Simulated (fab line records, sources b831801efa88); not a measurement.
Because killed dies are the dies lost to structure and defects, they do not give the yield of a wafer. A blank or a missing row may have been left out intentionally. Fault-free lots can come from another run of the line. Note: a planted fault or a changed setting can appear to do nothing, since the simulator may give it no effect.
Problem report, 8D (eight disciplines) form, completed by code    flow gf180mcu    the parts of the form that need people (team, actions taken, sign-off) are left out

## 1. THE ISSUE
Wafers without a fault read 160.00, standard deviation 0.046; beam energy keV at GF_NWELL_IMPLANT_09 reads a mean of 153.12 on 6 wafers belonging to 2 lots. That is -99 or more standard deviations from the usual mean.
Earliest sighting: wafer L766.1 on implanter-04 at day 5 09:43. The record holds 42 wafers of 14 lots with a number at this step. By rule, "out" or "out of limits" means more than 4 standard deviations away from the usual mean. The other wafers with a number count as sound.

## 2. WHAT IT IS, AND WHAT IT ISN'T
question                     is                      is not
which readings at this step  beam energy keV         -
which lots                   L766, L768              L757, L758, L759, L762, L767, L769, L770, L773, L774, L777, L778, L780
which wafers of those lots   all that have a number  -
read on which tools          implanter-04            implanter-01, implanter-03
when                         from day 5 09:43        up to then (12 sound wafers); but 24 sound wafers of L767, L769, L770, L773, L774, L777, L778, L780 came after

## 3. WHAT RULES OUT EACH SUSPECT
Counting: a tool at any process step up to the reading remains a suspect when it ran all the lots that are out and ran no sound lot after the first of those.
- implanter-04 at GF_NWELL_IMPLANT_09: ruled out as a lasting fault. The sound lots L780 went through it after L766, its earliest lot that is out (day 5 09:43).
Left after counting: nothing in the record.

## 4. THE CAUSE (what the simulator had put in)
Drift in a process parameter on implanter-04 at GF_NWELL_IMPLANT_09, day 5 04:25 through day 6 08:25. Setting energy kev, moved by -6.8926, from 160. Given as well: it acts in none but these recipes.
Counting ruled it out, wrongly.

## 5. THE EFFECT CHAIN, in route order
Rows list readings where the struck wafers' mean (over those with a number) sits beyond 3 standard deviations from the usual. Readings are gone through only where the record gives a usual standard deviation; hours: the median, over the lots, of the time from a lot's start at the first step in this table giving one to that lot's start at this step; sigmas: the change measured in usual standard deviations.
hours  step                 reading          usual   on struck wafers  change  sigmas
0      GF_NWELL_IMPLANT_09  beam energy keV  160.00  153.12            -6.88   -99 or more
Its process steps:
- GF_NWELL_IMPLANT_09
Later measuring or inspecting steps at which every struck wafer that the step has a row for has a number for every such reading, and none has moved that far: GF_MIM_THK_MEAS_11, GF_V5_BOW_MEAS_05.

## 6. WHAT WOULD HAVE CAUGHT IT SOONER
5 hours passed between the start of the fault at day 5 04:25 and the first reading out of limits in this record, taken at day 5 09:43.
